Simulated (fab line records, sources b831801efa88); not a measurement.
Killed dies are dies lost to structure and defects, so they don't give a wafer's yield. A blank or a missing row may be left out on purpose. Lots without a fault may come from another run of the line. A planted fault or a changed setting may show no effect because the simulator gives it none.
Split-lot experiment | flow sky130 | 5 lots, 23 wafers read, on a route of 708 steps

THE SPLIT
At SKY_POLY_GATE_ETCH_17 (etches poly-Si in HBr/Cl2, stops on SiO2, target depth 180 nm, time 70.5 s), the setting over_etch_frac was moved away from the recipe's 0.56667 on 5 of the 23 wafers read, by -27.2% to -14.9%. The other wafers ran this setting at the recipe's value.

The reading is taken at the split's own step.

THE READING
POLY_GATE.feature_depth_nm (the simulator's own value, which no gauge read), in nm, at SKY_POLY_GATE_ETCH_17 (etches poly-Si in HBr/Cl2, stops on SiO2, target depth 180 nm, time 70.5 s). The file gives no usual value for it. The 18 wafers here that ran the recipe average 178.5 nm, standard deviation 1.5 nm.

wafer  | tool, chamber at the split | over_etch_frac as run | against the recipe | POLY_GATE.feature_depth_nm, nm | against lot-mates on the recipe
L076.2 | rie_si-01, 1               | 0.56667               | recipe             | 177.9                          | -
L076.3 | rie_si-01, 0               | 0.56667               | recipe             | 176.1                          | -
L076.4 | rie_si-01, 2               | 0.56667               | recipe             | 177                            | -
L076.5 | rie_si-01, 0               | 0.56667               | recipe             | 177.7                          | -
L076.6 | rie_si-01, 1               | 0.56667               | recipe             | 176.6                          | -
L080.1 | rie_si-02, 3               | 0.56667               | recipe             | 179                            | -
L080.3 | rie_si-02, 2               | 0.56667               | recipe             | 180.8                          | -
L080.4 | rie_si-02, 1               | 0.56667               | recipe             | 179.1                          | -
L080.5 | rie_si-02, 2               | 0.56667               | recipe             | 179.3                          | -
L080.6 | rie_si-02, 3               | 0.56667               | recipe             | 179.6                          | -
L081.1 | rie_si-02, 2               | 0.56667               | recipe             | 180.1                          | -
L081.2 | rie_si-02, 1               | 0.4821                | -14.9%             | 172.2                          | -8.1
L081.3 | rie_si-02, 3               | 0.56667               | recipe             | 180.4                          | -
L081.4 | rie_si-02, 0               | 0.4821                | -14.9%             | 169.5                          | -10.8
L081.6 | rie_si-02, 0               | 0.4821                | -14.9%             | 170.7                          | -9.6
L082.1 | rie_si-01, 1               | 0.4127                | -27.2%             | 163.5                          | -14.0
L082.2 | rie_si-01, 0               | 0.56667               | recipe             | 176.1                          | -
L082.4 | rie_si-01, 3               | 0.4127                | -27.2%             | 158.7                          | -18.8
L082.5 | rie_si-01, 2               | 0.56667               | recipe             | 180                            | -
L082.6 | rie_si-01, 3               | 0.56667               | recipe             | 176.5                          | -
L084.3 | rie_si-01, 2               | 0.56667               | recipe             | 178.8                          | -
L084.5 | rie_si-01, 2               | 0.56667               | recipe             | 179.4                          | -
L084.6 | rie_si-01, 1               | 0.56667               | recipe             | 179.3                          | -

THE FIT
A straight line over all 23 wafers: POLY_GATE.feature_depth_nm changes by +0.608 nm for each +1% of over_etch_frac; r = +0.95; the points scatter about the line by 1.7 nm.
The same after taking each lot's own level away (the mean of its wafers on the recipe; 23 wafers): +0.613 nm for each +1%; r = +0.98; scatter 1.2 nm.
On that fit, the largest move of over_etch_frac shifts the reading by 17 nm.
The lots' own levels span 177.06 to 180.25 nm, that is 2.1 times the standard deviation above.
So the lot-to-lot level changes the slope little: the two slopes agree.
Check: with one of the wafers moved furthest among these (-27.2%) left out of the fit, the line predicts -18.1 nm for it against its lot-mates. It came out at -14 nm against them.

OTHER SPLITS ON THESE WAFERS
These wafers also went through other splits before the reading. Each is held against what the fit with the lots' levels taken away leaves over:
other split on the same wafers         | wafers away from the commonest value | r with POLY_GATE.feature_depth_nm (lot level and that fit taken away)
SKY_VT_ADJUST_HVTR_SOFTBAKE_03 temp_c  | 8                                    | -0.06
SKY_VT_ADJUST_HVTR_IMPLANT_09 dose_cm2 | 10                                   | +0.24
SKY_SONOS_ONO_OXIDATION_00 ox_time_s   | 10                                   | +0.00
SKY_GATE_OXIDE_OXIDATION_01 ox_time_s  | 15                                   | +0.06
SKY_GATE_OXIDE_COAT_05 resist_thk_nm   | 9                                    | +0.07
SKY_RES_PROTECT_COAT_02 spin_rpm       | 10                                   | +0.24
SKY_POLY_GATE_COAT_07 spin_rpm         | 7                                    | -0.15

THE FILE'S OWN FIT
POLY_GATE.feature_depth_nm changes by +0.61 nm for each +1% of over_etch_frac, r = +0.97.
